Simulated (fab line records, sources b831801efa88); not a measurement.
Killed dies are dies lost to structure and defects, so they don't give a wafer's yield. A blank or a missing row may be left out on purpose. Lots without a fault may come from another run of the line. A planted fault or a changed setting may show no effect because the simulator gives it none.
One fault seen from 2 desks | flow gf180mcu | each desk has only its own numbers; what lay behind them comes last

THE METROLOGY DESK
What the gauges read, lot by lot, whatever tool the lot ran on: means of the sampled wafers that have a number. A lot is out of limits, marked OUT, if its mean lies more than 4 standard deviations from the usual mean; the brackets give that distance.
Columns: A = NWELL_TW at GF_NWELL_TW_MEAS_11, usual 1568; B = NWELL_RS at GF_VT_IMPLANT_RS_MEAS_47, usual 487.7 ohm/sq
lot  | first seen here | A               | B
L204 | day 3 06:38     | 1587            | 486.7
L205 | day 3 14:47     | 1586            | 488.3
L206 | day 3 19:14     | 1590            | 488.2
L207 | day 3 23:11     | 1548            | 488.1
L208 | day 4 04:32     | 1599            | 487.0
L209 | day 4 12:15     | 1592            | 488.4
L210 | day 4 16:41     | 1600            | 487.9
L211 | day 4 22:29     | 1546            | 488.9
L213 | day 5 09:31     | 1557            | 489.1
L215 | day 5 20:28     | 1462 (-4.6) OUT | -
L216 | day 6 00:38     | 1478            | -
L225 | day 8 02:19     | 1548            | 486.8
L226 | day 8 10:16     | 1550            | 487.1
L227 | day 8 16:59     | 1584            | 488.2
This desk's finding: out of limits on L215; first on L215, day 5 20:28 (NWELL_TW at GF_NWELL_TW_MEAS_11). In limits: L204, L205, L206, L207, L208, L209, L210, L211, L213, L216, L225, L226, L227.

THE TOOL OWNER'S DESK: implanter-02
The tool's own readings at GF_NWELL_IMPLANT_09: means of the sampled wafers that have a number, for each lot that ran on this tool. A lot is out of limits, marked OUT, if its mean lies more than 4 standard deviations from the usual mean; the brackets give that distance.
Columns: A = beam_energy_keV at GF_NWELL_IMPLANT_09, usual 160.00; B = beam_on_s at GF_NWELL_IMPLANT_09, usual 9.99 s; C = faraday_current_uA at GF_NWELL_IMPLANT_09, usual 22.6
lot  | first seen here | A      | B     | C
L204 | day 3 06:23     | 159.97 | 9.98  | 22.5
L208 | day 4 04:17     | 160.04 | 10.08 | 22.5
L211 | day 4 22:16     | 160.02 | 10.01 | 22.4
L213 | day 5 09:16     | 160.02 | 9.99  | 22.6
L227 | day 8 16:44     | 159.96 | 9.98  | 22.6
This desk's finding: nothing out of limits on any of the 5 lots.

PUT TOGETHER
The metrology desk could have raised an alarm at day 5 20:28, on L215.
The tool owner's desk saw nothing out of limits.
The tool owner's desk has no number on record for L215.
Of the lots named, all ran GF_NWELL_IMPLANT_09 on implanter-02.

WHAT THE SIMULATOR HAD PUT IN
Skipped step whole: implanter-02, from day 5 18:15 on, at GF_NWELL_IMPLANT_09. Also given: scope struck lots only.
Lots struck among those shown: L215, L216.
Hours from the fault's start to each desk's first reading out of limits: the metrology desk, 2.
